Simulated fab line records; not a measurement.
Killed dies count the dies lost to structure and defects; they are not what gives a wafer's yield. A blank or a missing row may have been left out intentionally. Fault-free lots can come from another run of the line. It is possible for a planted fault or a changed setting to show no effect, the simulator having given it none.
fab line records + flow sky130
[record]
- lots = 7
- wafers = 19
- last_day = 51
route steps=708 shown PASSIVATION@689 PAD_OPEN@694
lots that met no fault: taken from a fault-free run of the same line
start_h: hours from the record's first day to the start of the lot's first wafer shown + wait_h: hours since the lot's step before + " as in the row above + L1.1+2: one row covering several wafers at once + - no value present, or no start provided + * or withheld: withheld + < > ~ a bound
route shown NAME@n: NAME is a module with steps in the file, n the number in the route of the first one + usual: mean/standard deviation taken from wafers without a fault + same: alike in all rows + chamber/n: place in a boat + sites: each site's reading + _std_site: how widely they spread, as a standard deviation + _edge_site: the outer-site mean with the inner-site mean subtracted + radius_mm: how far each site lies from the wafer's centre + mask NAME#n: copy n + behind: the last tool/chamber to shape the wafer + hold: reason for holding the lot/hours on hold/outcome of the hold + device: whichever transistor did not switch (one of n, p or np) + end of line: the same wafers' tests at the end of the route + a step with no rows: only its recipe + killed: count of dies lost to structure and defects at first sort (not the wafer's yield) + map: shows each die of a wafer: x if killed, . if not, _ if none is there
set.NAME: the run value of the setting; set.NAME@STEP: its run value at that earlier step + model.NAME: the simulator's own value behind a step, which no gauge read
lots at some steps of the route; a table a step, a row a wafer
services: when a tool's chamber went out of use (start_h, in hours from the record's first day, below 0 if earlier), for how many hours, and the reason
[[steps]]
[step SKY_PASSIVATION_EXPOSE_08]
[recipe]
- mask_id = NSM
- target_cd_nm = 3000
- na = 0.57
- dose_mj = 260
[step SKY_PASSIVATION_PEB_09]
[recipe]
- temp_c = 115
- time_s = withheld
[step SKY_PASSIVATION_DEVELOP_10]
[recipe]
- develop_time_s = 60
- dev_temp_c = 23
[step SKY_PASSIVATION_ETCH_11]
[recipe]
- chemistry = CF4/O2
- target_depth_nm = 725
- stop_on = AlCu
- source_w = 800
- bias_w = 150
- pressure_mtorr = 150
- cf4_flow_sccm = 80
- O2_flow_sccm = 10
- time_s = 161.1
[usual]
- drypump_motor_current_A = 6.0/0.59
- oes_product_au = 0.978/0.0064
- throttle_valve_pct = 5.965/0.0099
| lot.wafer | tool        | chamber | start_h | wait_h | drypump_motor_current_A | oes_product_au | rf_hours_counter_h | throttle_valve_pct |
|-----------|-------------|---------|---------|--------|-------------------------|----------------|--------------------|--------------------|
| L452.4    | rie_diel-01 | 2       | 1119.66 | -      | 6.3                     | 0.986          | 18                 | 5.948              |
| L452.5    | "           | 3       | "       | "      | 5.5                     | 0.987          | -                  | 5.955              |
| L452.6    | "           | 0       | "       | "      | 5.8                     | 0.975          | -                  | 5.983              |
| L457.1    | rie_diel-04 | 2       | 1149.84 | -      | 6.5                     | 0.974          | 27                 | 5.944              |
| L457.2    | "           | 1       | "       | "      | 6.0                     | 0.968          | 19                 | 5.971              |
| L457.4    | "           | 3       | "       | "      | 6.7                     | 0.977          | 16                 | 5.975              |
| L461.4    | rie_diel-03 | 3       | 1170.86 | -      | 5.0                     | 0.980          | 26                 | 5.961              |
| L461.5    | "           | 3       | "       | "      | 4.9                     | 0.978          | -                  | 5.957              |
| L464.4    | rie_diel-03 | 1       | 1185.67 | -      | 6.2                     | 0.983          | -                  | 5.968              |
| L464.5    | "           | 3       | "       | "      | 4.9                     | 0.986          | -                  | 5.960              |
| L466.1    | rie_diel-03 | 1       | 1193.44 | -      | 6.2                     | 0.991          | 5                  | 5.974              |
| L466.4    | "           | 2       | "       | "      | 5.9                     | 0.980          | 10                 | 5.963              |
| L466.5    | "           | 1       | "       | "      | 6.2                     | 0.985          | -                  | 5.965              |
| L467.1    | rie_diel-03 | 2       | 1194.79 | -      | 5.9                     | 0.967          | 10                 | 5.965              |
| L467.2    | "           | 0       | "       | "      | 6.8                     | 0.967          | 26                 | 5.958              |
| L467.3    | "           | 1       | "       | "      | 6.2                     | 0.967          | 6                  | 5.964              |
| L468.2    | rie_diel-01 | 0       | 1202.56 | -      | 5.8                     | 0.969          | 20                 | 5.960              |
| L468.4    | "           | 3       | "       | "      | 5.5                     | 0.978          | 13                 | 5.964              |
| L468.6    | "           | 0       | "       | "      | 5.8                     | 0.981          | -                  | 5.948              |
[step SKY_PASSIVATION_STRIP_12]
[recipe]
- chemistry = O2/N2
- power_w = 1400
- pressure_mtorr = 1500
- platen_temp_c = withheld
- overash_fraction = 0.7
- o2_flow_sccm = 3000
- n2_flow_sccm = 300
[usual]
- drypump_motor_current_A = 5.5/0.4
- oes_product_au = 0.661/0.0047
- strip_time_to_endpoint_s = 31.58/0.13
| lot.wafer | tool            | chamber | start_h | wait_h | drypump_motor_current_A | oes_product_au | rf_hours_counter_h | strip_time_to_endpoint_s |
|-----------|-----------------|---------|---------|--------|-------------------------|----------------|--------------------|--------------------------|
| L452.4    | plasma_asher-04 | 1       | 1119.80 | 0.1    | 6.2                     | 0.648          | -                  | 31.53                    |
| L452.5    | "               | 0       | "       | "      | 5.3                     | 0.658          | -                  | 31.54                    |
| L452.6    | "               | 1       | "       | "      | 6.2                     | 0.659          | -                  | 31.53                    |
| L457.1    | plasma_asher-03 | 1       | 1149.95 | 0.1    | 5.2                     | 0.660          | 75                 | 31.54                    |
| L457.2    | "               | 0       | "       | "      | 5.4                     | 0.656          | 75                 | 31.63                    |
| L457.4    | "               | 0       | "       | "      | 5.4                     | 0.662          | -                  | 31.72                    |
| L461.4    | plasma_asher-04 | 0       | 1171.00 | 0.1    | 5.3                     | 0.653          | -                  | 31.70                    |
| L461.5    | "               | 0       | "       | "      | 5.2                     | 0.658          | -                  | 31.67                    |
| L464.4    | plasma_asher-03 | 1       | 1185.76 | 0.0    | 5.2                     | 0.659          | -                  | 31.57                    |
| L464.5    | "               | 0       | "       | "      | 5.4                     | 0.662          | -                  | 31.66                    |
| L466.1    | plasma_asher-04 | 0       | 1193.55 | 0.1    | 5.3                     | 0.661          | 12                 | 31.67                    |
| L466.4    | "               | 1       | "       | "      | 6.1                     | 0.655          | -                  | 31.49                    |
| L466.5    | "               | 1       | "       | "      | 6.1                     | 0.658          | -                  | 31.50                    |
| L467.1    | plasma_asher-04 | 1       | 1194.90 | 0.1    | 6.1                     | 0.663          | 12                 | 31.73                    |
| L467.2    | "               | 0       | "       | "      | 5.3                     | 0.663          | 12                 | 31.79                    |
| L467.3    | "               | 1       | "       | "      | 6.2                     | 0.657          | -                  | 31.64                    |
| L468.2    | plasma_asher-04 | 1       | 1202.66 | 0.1    | 6.1                     | 0.656          | 13                 | 31.61                    |
| L468.4    | "               | 0       | "       | "      | 5.3                     | 0.658          | -                  | 31.57                    |
| L468.6    | "               | 0       | "       | "      | 5.3                     | 0.658          | -                  | 31.60                    |
[step SKY_PAD_OPEN_DEHYDRATE_00]
[recipe]
- temp_c = 200
- time_s = 60
[step SKY_PAD_OPEN_HMDS_01]
[recipe]
- prime_time_s = 60
- prime_temp_c = 120
[step SKY_PAD_OPEN_COAT_02]
[recipe]
- spin_rpm = 2000
- resist_thk_nm = 3000
[step SKY_PAD_OPEN_SOFTBAKE_03]
[recipe]
- temp_c = 110
- time_s = withheld
[step SKY_PAD_OPEN_EXPOSE_04]
[recipe]
- mask_id = PDM
- target_cd_nm = 60000
- na = 0.57
- dose_mj = 260
[step SKY_PAD_OPEN_PEB_05]
[recipe]
- temp_c = 115
- time_s = withheld
[step SKY_PAD_OPEN_DEVELOP_06]
[recipe]
- develop_time_s = 60
- dev_temp_c = 23
[step SKY_PAD_OPEN_ETCH_07]
[recipe]
- chemistry = CF4/O2
- target_depth_nm = 725
- stop_on = AlCu
- source_w = 800
- bias_w = 150
- pressure_mtorr = 150
- cf4_flow_sccm = 80
- O2_flow_sccm = 10
- time_s = 161.1
[usual]
- drypump_motor_current_A = 5.9/0.64
- oes_product_au = 0.978/0.0063
- throttle_valve_pct = 5.965/0.0091
| lot.wafer | tool        | chamber | start_h | wait_h | drypump_motor_current_A | oes_product_au | rf_hours_counter_h | throttle_valve_pct | model.etch.depth_nm | model.PAD_OPEN.feature_depth_nm |
|-----------|-------------|---------|---------|--------|-------------------------|----------------|--------------------|--------------------|---------------------|---------------------------------|
| L452.4    | rie_diel-02 | 0       | 1139.21 | -      | 6.5                     | 0.986          | 6                  | 5.993              | 710.7               | 710.7                           |
| L452.5    | "           | 3       | "       | "      | 5.4                     | 0.987          | -                  | 5.969              | 710.1               | 710.1                           |
| L452.6    | "           | 2       | "       | "      | 5.9                     | 0.985          | -                  | 5.962              | 707.7               | 707.7                           |
| L457.1    | rie_diel-03 | 2       | 1168.17 | -      | 5.9                     | 0.970          | 9                  | 5.956              | 688.9               | 688.9                           |
| L457.2    | "           | 0       | "       | "      | 6.7                     | 0.965          | 24                 | 5.960              | 686.7               | 686.7                           |
| L457.4    | "           | 3       | "       | "      | 4.9                     | 0.967          | 26                 | 5.970              | 703                 | 703                             |
| L461.4    | rie_diel-03 | 3       | 1188.47 | -      | 5.0                     | 0.987          | -                  | 5.961              | 711.5               | 711.5                           |
| L461.5    | "           | 1       | "       | "      | 6.3                     | 0.798          | -                  | 5.914              | 500.6               | 500.6                           |
| L464.4    | rie_diel-03 | 0       | 1202.52 | -      | 6.8                     | 0.979          | 26                 | 5.963              | 710.9               | 710.9                           |
| L464.5    | "           | 0       | "       | "      | 6.7                     | 0.799          | -                  | 5.907              | 488.8               | 488.8                           |
| L466.1    | rie_diel-03 | 1       | 1210.31 | -      | 6.2                     | 0.979          | 6                  | 5.974              | 707.3               | 707.3                           |
| L466.4    | "           | 2       | "       | "      | 5.8                     | 0.984          | 10                 | 5.983              | 707.9               | 707.9                           |
| L466.5    | "           | 2       | "       | "      | 5.9                     | 0.793          | -                  | 5.934              | 496.2               | 496.2                           |
| L467.1    | rie_diel-04 | 3       | 1210.66 | -      | 6.7                     | 0.980          | 18                 | 5.945              | 699.1               | 699.1                           |
| L467.2    | "           | 2       | "       | "      | 6.5                     | 0.979          | 29                 | 5.969              | 698.3               | 698.3                           |
| L467.3    | "           | 0       | "       | "      | 4.9                     | 0.967          | 18                 | 5.970              | 697.5               | 697.5                           |
| L468.2    | rie_diel-04 | 1       | 1218.21 | -      | 6.0                     | 0.967          | 22                 | 5.959              | 697.5               | 697.5                           |
| L468.4    | "           | 0       | "       | "      | 4.8                     | 0.978          | 19                 | 5.965              | 706.6               | 706.6                           |
| L468.6    | "           | 2       | "       | "      | 6.5                     | 0.976          | -                  | 5.950              | 706.6               | 706.6                           |
[step SKY_PAD_OPEN_STRIP_08]
[recipe]
- chemistry = O2/N2
- power_w = 1400
- pressure_mtorr = 1500
- platen_temp_c = withheld
- overash_fraction = 0.7
- o2_flow_sccm = 3000
- n2_flow_sccm = 300
[usual]
- drypump_motor_current_A = 5.7/0.4
- oes_product_au = 0.662/0.0041
| lot.wafer | tool            | chamber | start_h | wait_h | drypump_motor_current_A | oes_product_au | rf_hours_counter_h |
|-----------|-----------------|---------|---------|--------|-------------------------|----------------|--------------------|
| L452.4    | plasma_asher-01 | 1       | 1139.35 | 0.1    | 5.1                     | 0.666          | -                  |
| L452.5    | "               | 0       | "       | "      | 5.9                     | 0.670          | -                  |
| L452.6    | "               | 1       | "       | "      | 5.1                     | 0.661          | -                  |
| L457.1    | plasma_asher-03 | 1       | 1168.28 | 0.1    | 5.2                     | 0.656          | 77                 |
| L457.2    | "               | 0       | "       | "      | 5.5                     | 0.659          | 77                 |
| L457.4    | "               | 0       | "       | "      | 5.5                     | 0.667          | -                  |
| L461.4    | plasma_asher-01 | 1       | 1188.61 | 0.1    | 5.1                     | 0.661          | -                  |
| L461.5    | "               | 0       | "       | "      | 6.0                     | 0.656          | -                  |
| L464.4    | plasma_asher-03 | 1       | 1202.66 | 0.1    | 5.2                     | 0.662          | -                  |
| L464.5    | "               | 0       | "       | "      | 5.4                     | 0.664          | -                  |
| L466.1    | plasma_asher-01 | 0       | 1210.42 | 0.1    | 5.9                     | 0.660          | 45                 |
| L466.4    | "               | 1       | "       | "      | 5.1                     | 0.654          | -                  |
| L466.5    | "               | 1       | "       | "      | 5.1                     | 0.659          | -                  |
| L467.1    | plasma_asher-02 | 1       | 1210.77 | 0.1    | 6.1                     | 0.672          | 109                |
| L467.2    | "               | 0       | "       | "      | 6.0                     | 0.663          | 109                |
| L467.3    | "               | 1       | "       | "      | 6.1                     | 0.667          | -                  |
| L468.2    | plasma_asher-02 | 0       | 1218.31 | 0.1    | 5.9                     | 0.658          | 110                |
| L468.4    | "               | 0       | "       | "      | 5.9                     | 0.664          | -                  |
| L468.6    | "               | 0       | "       | "      | 6.0                     | 0.660          | -                  |
[step SKY_PAD_OPEN_PROBE_99]
[usual]
- defect_limited_yield = 82.3/1.8
- killed_at_M0_to_M3 = 43/6.9
- killed_at_M4_up = 3.2/1.6
- killed_at_contacts = 25/5.1
- killed_at_front_end = 16/4.5
- killed_at_other = 0.3/0.68
- killed_dies = 87/8.9
- killed_on_rim = 16/3.6
- killed_open = 48/6.9
- killed_short = 39/6.3
- sort_bin_3_pad_short = 0.8/0.4
- sort_bin_5_function = 10.5/1.4
- sort_bin_6_memory = 6.4/1.1
- sort_n_pass = 405/8.9
- sort_yield_pct = 82.3/1.8
[same]
- gross_dies = 492
- killed_at_back_side = 0
- sort_bin_4_leakage[%] = 0
- sort_bin_8_speed[%] = 0
| lot.wafer | tool      | chamber | start_h | wait_h | defect_limited_yield[%] | killed_at_M0_to_M3 | killed_at_M4_up | killed_at_contacts | killed_at_front_end | killed_at_other | killed_dies | killed_on_rim | killed_open | killed_short | sort_bin_3_pad_short[%] | sort_bin_5_function[%] | sort_bin_6_memory[%] | sort_n_pass | sort_yield_pct[%] | model.etest.tester.sort_n_pass | model.etest.tester.sort_yield_pct | model.etest.tester.sort_bin_5_pct | model.etest.met1_comb.under_floor | model.etest.diode_ndiff_fingers.under_floor | model.etest.cap_ono.open | model.etest.cap_thin_oxide.open | model.etest.met3.open |
|-----------|-----------|---------|---------|--------|-------------------------|--------------------|-----------------|--------------------|---------------------|-----------------|-------------|---------------|-------------|--------------|-------------------------|------------------------|----------------------|-------------|-------------------|--------------------------------|-----------------------------------|-----------------------------------|-----------------------------------|---------------------------------------------|--------------------------|---------------------------------|-----------------------|
| L452.4    | prober-01 | -       | 1141.78 | 0.2    | 79.9                    | 47                 | 3               | 30                 | 19                  | 0               | 99          | 20            | 52          | 46           | 1.2                     | 11.8                   | 7.1                  | 393         | 79.9              | 393                            | 79.88                             | 11.79                             | 0                                 | 0                                           | 0                        | 0                               | 0                     |
| L452.5    | prober-01 | -       | 1141.83 | 0.2    | 80.9                    | 54                 | 7               | 24                 | 9                   | 0               | 94          | 22            | 52          | 42           | 0.6                     | 10.2                   | 8.3                  | 398         | 80.9              | 398                            | 80.89                             | 10.16                             | 0                                 | 0                                           | 0                        | 0                               | 0                     |
| L452.6    | prober-01 | -       | 1141.88 | 0.2    | 81.5                    | 51                 | 1               | 33                 | 6                   | 0               | 91          | 12            | 47          | 44           | 0.6                     | 11.4                   | 6.5                  | 401         | 81.5              | 401                            | 81.5                              | 11.38                             | 0                                 | 0                                           | 0                        | 0                               | 0                     |
| L457.1    | prober-02 | -       | 1170.49 | 0.1    | 83.9                    | 26                 | 4               | 33                 | 15                  | 1               | 79          | 11            | 44          | 34           | 0.8                     | 9.8                    | 5.5                  | 413         | 83.9              | 413                            | 83.94                             | 9.756                             | 0                                 | 0                                           | 0                        | 0                               | 0                     |
| L457.2    | prober-02 | -       | 1170.54 | 0.1    | 83.1                    | 48                 | 4               | 16                 | 14                  | 1               | 83          | 14            | 43          | 39           | 0.2                     | 10.6                   | 6.1                  | 409         | 83.1              | 409                            | 83.13                             | 10.57                             | 0                                 | 0                                           | 0                        | 0                               | 0                     |
| L457.4    | prober-02 | -       | 1170.64 | 0.2    | 82.7                    | 40                 | 0               | 19                 | 26                  | 0               | 85          | 18            | 45          | 40           | 0.6                     | 10.8                   | 5.9                  | 407         | 82.7              | 407                            | 82.72                             | 10.77                             | 0                                 | 0                                           | 0                        | 0                               | 0                     |
| L461.4    | prober-02 | -       | 1190.93 | 0.2    | 82.1                    | 41                 | 2               | 29                 | 16                  | 0               | 88          | 21            | 55          | 33           | 1.0                     | 8.7                    | 8.1                  | 404         | 82.1              | 404                            | 82.11                             | 8.74                              | 0                                 | 0                                           | 0                        | 0                               | 0                     |
| L461.5    | prober-02 | -       | 1190.98 | 0.2    | 0                       | 43                 | 2               | 24                 | 12                  | 411             | 492         | 96            | 46          | 35           | 0.6                     | 92.3                   | 7.1                  | 0           | 0                 | 0                              | 0                                 | 92.28                             | 1                                 | 1                                           | 1                        | 1                               | 1                     |
| L464.4    | prober-02 | -       | 1205.03 | 0.2    | 82.3                    | 52                 | 1               | 23                 | 11                  | 0               | 87          | 13            | 46          | 41           | 0                       | 10.8                   | 6.9                  | 405         | 82.3              | 405                            | 82.32                             | 10.77                             | 0                                 | 0                                           | 0                        | 0                               | 0                     |
| L464.5    | prober-02 | -       | 1205.08 | 0.2    | 0                       | 53                 | 4               | 31                 | 9                   | 395             | 492         | 96            | 55          | 43           | 1.0                     | 91.7                   | 7.3                  | 0           | 0                 | 0                              | 0                                 | 91.67                             | 1                                 | 1                                           | 1                        | 1                               | 1                     |
| L466.1    | prober-01 | -       | 1212.65 | 0.1    | 82.7                    | 37                 | 2               | 24                 | 22                  | 0               | 85          | 16            | 45          | 40           | 0.2                     | 8.3                    | 8.7                  | 407         | 82.7              | 407                            | 82.72                             | 8.333                             | 0                                 | 0                                           | 0                        | 0                               | 0                     |
| L466.4    | prober-01 | -       | 1212.80 | 0.2    | 84.6                    | 37                 | 0               | 21                 | 18                  | 0               | 76          | 9             | 43          | 32           | 1.0                     | 10.2                   | 4.3                  | 416         | 84.6              | 416                            | 84.55                             | 10.16                             | 0                                 | 0                                           | 0                        | 0                               | 0                     |
| L466.5    | prober-01 | -       | 1212.85 | 0.2    | 0                       | 39                 | 1               | 23                 | 7                   | 422             | 492         | 96            | 40          | 30           | 0.8                     | 95.1                   | 4.1                  | 0           | 0                 | 0                              | 0                                 | 95.12                             | 1                                 | 1                                           | 1                        | 1                               | 1                     |
| L467.1    | prober-02 | -       | 1213.03 | 0.1    | 82.1                    | 45                 | 6               | 19                 | 17                  | 1               | 88          | 13            | 53          | 35           | 0.4                     | 10.8                   | 6.7                  | 404         | 82.1              | 404                            | 82.11                             | 10.77                             | 0                                 | 0                                           | 0                        | 0                               | 0                     |
| L467.2    | prober-02 | -       | 1213.08 | 0.1    | 80.7                    | 48                 | 1               | 29                 | 17                  | 0               | 95          | 14            | 44          | 51           | 0.8                     | 12.2                   | 6.3                  | 397         | 80.7              | 397                            | 80.69                             | 12.2                              | 0                                 | 0                                           | 0                        | 0                               | 0                     |
| L467.3    | prober-02 | -       | 1213.13 | 0.2    | 86.8                    | 31                 | 1               | 19                 | 14                  | 0               | 65          | 11            | 34          | 31           | 0.4                     | 8.3                    | 4.5                  | 427         | 86.8              | 427                            | 86.79                             | 8.333                             | 0                                 | 0                                           | 0                        | 0                               | 0                     |
| L468.2    | prober-01 | -       | 1220.77 | 0.1    | 82.7                    | 48                 | 0               | 26                 | 11                  | 0               | 85          | 19            | 56          | 28           | 0.4                     | 10.4                   | 6.5                  | 407         | 82.7              | 407                            | 82.72                             | 10.37                             | 0                                 | 0                                           | 0                        | 0                               | 0                     |
| L468.4    | prober-01 | -       | 1220.87 | 0.2    | 82.1                    | 46                 | 2               | 26                 | 14                  | 0               | 88          | 15            | 42          | 45           | 0.8                     | 12.8                   | 4.3                  | 404         | 82.1              | 404                            | 82.11                             | 12.8                              | 0                                 | 0                                           | 0                        | 0                               | 0                     |
| L468.6    | prober-01 | -       | 1220.97 | 0.2    | 81.3                    | 46                 | 2               | 24                 | 20                  | 0               | 92          | 14            | 54          | 38           | 0.2                     | 12.6                   | 5.9                  | 400         | 81.3              | 400                            | 81.3                              | 12.6                              | 0                                 | 0                                           | 0                        | 0                               | 0                     |
// killed by level:class
L452.4 CONTACT:geometric_particle:open=11 VIA1:geometric_particle:open=11 LOCAL_INTERCONNECT:geometric_particle:short=6 METAL1:geometric_particle:short=6 POLY_GATE:geometric_particle:short=6 VIA1:geometric_particle:short=6 POLY_GATE:geometric_particle:open=5 METAL2:geometric_particle:short=5
L452.5 VIA1:geometric_particle:open=17 METAL1:geometric_particle:short=7 CONTACT:geometric_particle:open=7 CONTACT:geometric_particle:short=6 VIA1:geometric_particle:short=6 METAL2:geometric_particle:short=5 LI_CONTACT:geometric_particle:open=5 VIA2:geometric_particle:open=5
L452.6 CONTACT:geometric_particle:open=13 VIA1:geometric_particle:open=10 LI_CONTACT:geometric_particle:open=8 VIA1:geometric_particle:short=8 VIA2:geometric_particle:open=7 CONTACT:geometric_particle:short=6 METAL2:geometric_particle:short=6 VIA2:geometric_particle:short=5
L457.1 CONTACT:geometric_particle:open=10 CONTACT:geometric_particle:short=9 LI_CONTACT:geometric_particle:open=7 VIA2:geometric_particle:open=7 VIA1:geometric_particle:open=5 FIELD_ISO:geometric_particle:short=4 LOCAL_INTERCONNECT:geometric_particle:short=4 METAL1:geometric_particle:short=4
L457.2 VIA1:geometric_particle:open=12 METAL1:geometric_particle:short=9 CONTACT:geometric_particle:open=8 METAL2:geometric_particle:short=8 FIELD_ISO:geometric_particle:open=5 POLY_GATE:geometric_particle:open=5 VIA3:geometric_particle:short=5 CONTACT:geometric_particle:short=3
L457.4 FIELD_ISO:geometric_particle:short=14 CONTACT:geometric_particle:open=11 VIA1:geometric_particle:open=10 FIELD_ISO:geometric_particle:open=9 METAL1:geometric_particle:short=6 VIA3:geometric_particle:open=5 LI_CONTACT:geometric_particle:open=4 VIA1:geometric_particle:short=4
L461.4 CONTACT:geometric_particle:open=12 LI_CONTACT:geometric_particle:open=10 VIA3:geometric_particle:open=9 VIA1:geometric_particle:open=7 VIA2:geometric_particle:open=7 FIELD_ISO:geometric_particle:short=6 FIELD_ISO:geometric_particle:open=5 LOCAL_INTERCONNECT:geometric_particle:short=5
L461.5 PAD_OPEN:area_etch=411 VIA1:geometric_particle:open=14 CONTACT:geometric_particle:open=10 POLY_GATE:geometric_particle:short=6 LI_CONTACT:geometric_particle:open=5 VIA2:geometric_particle:open=5 METAL1:geometric_particle:short=4 METAL3:geometric_particle:short=4
L464.4 VIA2:geometric_particle:open=9 VIA1:geometric_particle:open=9 CONTACT:geometric_particle:open=8 LI_CONTACT:geometric_particle:open=7 VIA2:geometric_particle:short=7 VIA1:geometric_particle:short=6 VIA3:geometric_particle:open=6 METAL2:geometric_particle:short=5
L464.5 PAD_OPEN:area_etch=394 CONTACT:geometric_particle:open=13 LI_CONTACT:geometric_particle:open=10 VIA2:geometric_particle:open=10 METAL1:geometric_particle:short=8 VIA1:geometric_particle:open=8 METAL2:geometric_particle:short=6 VIA3:geometric_particle:open=6
L466.1 CONTACT:geometric_particle:open=11 FIELD_ISO:geometric_particle:short=9 LI_CONTACT:geometric_particle:open=6 VIA2:geometric_particle:open=6 VIA2:geometric_particle:short=6 VIA1:geometric_particle:open=5 VIA3:geometric_particle:open=5 FIELD_ISO:geometric_particle:open=4
L466.4 LI_CONTACT:geometric_particle:open=10 VIA1:geometric_particle:open=8 VIA1:geometric_particle:short=6 VIA2:geometric_particle:open=6 CONTACT:geometric_particle:open=5 METAL1:geometric_particle:short=5 VIA3:geometric_particle:open=4 SONOS_ONO:geometric_particle:open=4
L466.5 PAD_OPEN:area_etch=422 CONTACT:geometric_particle:open=9 VIA3:geometric_particle:open=9 VIA1:geometric_particle:open=7 METAL2:geometric_particle:short=5 FIELD_ISO:geometric_particle:short=4 CONTACT:geometric_particle:short=4 LI_CONTACT:geometric_particle:open=4
L467.1 CONTACT:geometric_particle:open=11 VIA3:geometric_particle:open=10 VIA1:geometric_particle:open=9 FIELD_ISO:geometric_particle:open=5 METAL2:geometric_particle:short=5 FIELD_ISO:geometric_particle:short=4 LI_CONTACT:geometric_particle:open=4 VIA3:geometric_particle:short=4
L467.2 VIA1:geometric_particle:short=11 CONTACT:geometric_particle:open=10 VIA1:geometric_particle:open=8 LI_CONTACT:geometric_particle:open=7 METAL1:geometric_particle:short=7 LOCAL_INTERCONNECT:geometric_particle:short=6 FIELD_ISO:geometric_particle:short=5 POLY_GATE:geometric_particle:short=5
L467.3 LOCAL_INTERCONNECT:geometric_particle:short=6 VIA2:geometric_particle:open=6 FIELD_ISO:geometric_particle:open=5 LI_CONTACT:geometric_particle:open=5 VIA3:geometric_particle:open=5 CONTACT:geometric_particle:open=5 METAL2:geometric_particle:short=5 SONOS_ONO:geometric_particle:short=3
L468.2 LI_CONTACT:geometric_particle:open=12 VIA1:geometric_particle:open=12 VIA3:geometric_particle:open=9 VIA2:geometric_particle:open=7 CONTACT:geometric_particle:open=7 METAL2:geometric_particle:short=6 POLY_GATE:geometric_particle:short=4 VIA1:geometric_particle:short=4
L468.4 VIA3:geometric_particle:open=8 CONTACT:geometric_particle:open=8 VIA1:geometric_particle:short=8 VIA2:geometric_particle:open=7 VIA1:geometric_particle:open=7 CONTACT:geometric_particle:short=6 LI_CONTACT:geometric_particle:open=6 METAL2:geometric_particle:short=5
L468.6 VIA2:geometric_particle:open=9 CONTACT:geometric_particle:open=9 VIA1:geometric_particle:open=9 METAL2:geometric_particle:short=9 VIA3:geometric_particle:open=9 FIELD_ISO:geometric_particle:open=6 CONTACT:geometric_particle:short=6 LOCAL_INTERCONNECT:geometric_particle:short=5
// map L461.5 (x killed, . not)
__________xxxxxxxxxx_________
________xxxxxxxxxxxxxx_______
______xxxxxxxxxxxxxxxxxx_____
_____xxxxxxxxxxxxxxxxxxxx____
____xxxxxxxxxxxxxxxxxxxxxx___
___xxxxxxxxxxxxxxxxxxxxxxxx__
__xxxxxxxxxxxxxxxxxxxxxxxxxx_
_xxxxxxxxxxxxxxxxxxxxxxxxxxxx
_xxxxxxxxxxxxxxxxxxxxxxxxxxxx
_xxxxxxxxxxxxxxxxxxxxxxxxxxxx
_xxxxxxxxxxxxxxxxxxxxxxxxxxxx
_xxxxxxxxxxxxxxxxxxxxxxxxxxxx
_xxxxxxxxxxxxxxxxxxxxxxxxxxxx
_xxxxxxxxxxxxxxxxxxxxxxxxxxxx
_xxxxxxxxxxxxxxxxxxxxxxxxxxxx
__xxxxxxxxxxxxxxxxxxxxxxxxxx_
___xxxxxxxxxxxxxxxxxxxxxxxx__
____xxxxxxxxxxxxxxxxxxxxxx___
_____xxxxxxxxxxxxxxxxxxxx____
______xxxxxxxxxxxxxxxxxx_____
________xxxxxxxxxxxxxx_______
__________xxxxxxxxxx_________
// map L464.5 (x killed, . not)
__________xxxxxxxxxx_________
________xxxxxxxxxxxxxx_______
______xxxxxxxxxxxxxxxxxx_____
_____xxxxxxxxxxxxxxxxxxxx____
____xxxxxxxxxxxxxxxxxxxxxx___
___xxxxxxxxxxxxxxxxxxxxxxxx__
__xxxxxxxxxxxxxxxxxxxxxxxxxx_
_xxxxxxxxxxxxxxxxxxxxxxxxxxxx
_xxxxxxxxxxxxxxxxxxxxxxxxxxxx
_xxxxxxxxxxxxxxxxxxxxxxxxxxxx
_xxxxxxxxxxxxxxxxxxxxxxxxxxxx
_xxxxxxxxxxxxxxxxxxxxxxxxxxxx
_xxxxxxxxxxxxxxxxxxxxxxxxxxxx
_xxxxxxxxxxxxxxxxxxxxxxxxxxxx
_xxxxxxxxxxxxxxxxxxxxxxxxxxxx
__xxxxxxxxxxxxxxxxxxxxxxxxxx_
___xxxxxxxxxxxxxxxxxxxxxxxx__
____xxxxxxxxxxxxxxxxxxxxxx___
_____xxxxxxxxxxxxxxxxxxxx____
______xxxxxxxxxxxxxxxxxx_____
________xxxxxxxxxxxxxx_______
__________xxxxxxxxxx_________
[[services]]
| tool            | chamber | start_h | hours | kind                          |
|-----------------|---------|---------|-------|-------------------------------|
| rie_diel-04     | 0       | 1100.79 | 10.7  | repair                        |
| rie_diel-02     | -       | 1135.76 | 0.7   | repair                        |
| rie_diel-02     | 2       | 1149.82 | 4.2   | repair                        |
| plasma_asher-04 | -       | 1167.40 | 2.8   | pm                            |
| rie_diel-01     | 1       | 1167.49 | 29.9  | repair                        |
| rie_diel-01     | 2       | 1176.97 | 22.8  | repair                        |
| plasma_asher-01 | -       | 1180.23 | 1.5   | repair                        |
| rie_diel-03     | 0       | 1184.93 | 4.5   | repair                        |
| rie_diel-03     | 2       | 1186.22 | 6.6   | repair                        |
| rie_diel-02     | 2       | 1212.63 | -     | clean                         |
| rie_diel-02     | 2       | 1212.63 | -     | consumable_replace:focus_ring |
| rie_diel-03     | -       | 1218.33 | 0.6   | repair                        |
[[key]]
[first_sign]
- step = SKY_PAD_OPEN_ETCH_07
- reading = oes_product_au
- direction = down
- sigmas = 29
- usual = 0.978
- struck = 0.797
[effect]
- step = SKY_PAD_OPEN_ETCH_07
- reading = throttle_valve_pct
- direction = down
- sigmas = 5.1
- usual = 5.965
- struck = 5.919
[effect]
- step = SKY_PAD_OPEN_PROBE_99
- reading = killed_at_other
- direction = up
- sigmas = 99+
- usual = 0.3
- struck = 409.3
[model_effect]
- step = SKY_PAD_OPEN_ETCH_07
- value = etch.depth_nm
- without = 708
- struck = 495.2
[model_effect]
- step = SKY_PAD_OPEN_PROBE_99
- value = etest.tester.sort_n_pass
- without = 409
- struck = 0
[more_kills_born_at]
- SKY_PAD_OPEN_ETCH_07@rie_diel-03 = 1227
met_at SKY_PAD_OPEN_ETCH_07
struck_wafers L461.5,L464.5,L466.5
later_rows_left_out L461.5,L464.5,L466.5
onset_between 1168.17 1188.47
[fault]
- kind = process_parameter_drift
- tool = rie_diel-03
- chamber = -
- onset_h = 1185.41
- steps = SKY_PAD_OPEN_ETCH_07
- channel = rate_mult
- offset = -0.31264
- shape = step
- end_h = 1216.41
- scope = struck_wafers_only
// later_rows_left_out: the simulator's readings of these wafers behind a module that went badly wrong aren't trusted and aren't shown, but for the sort
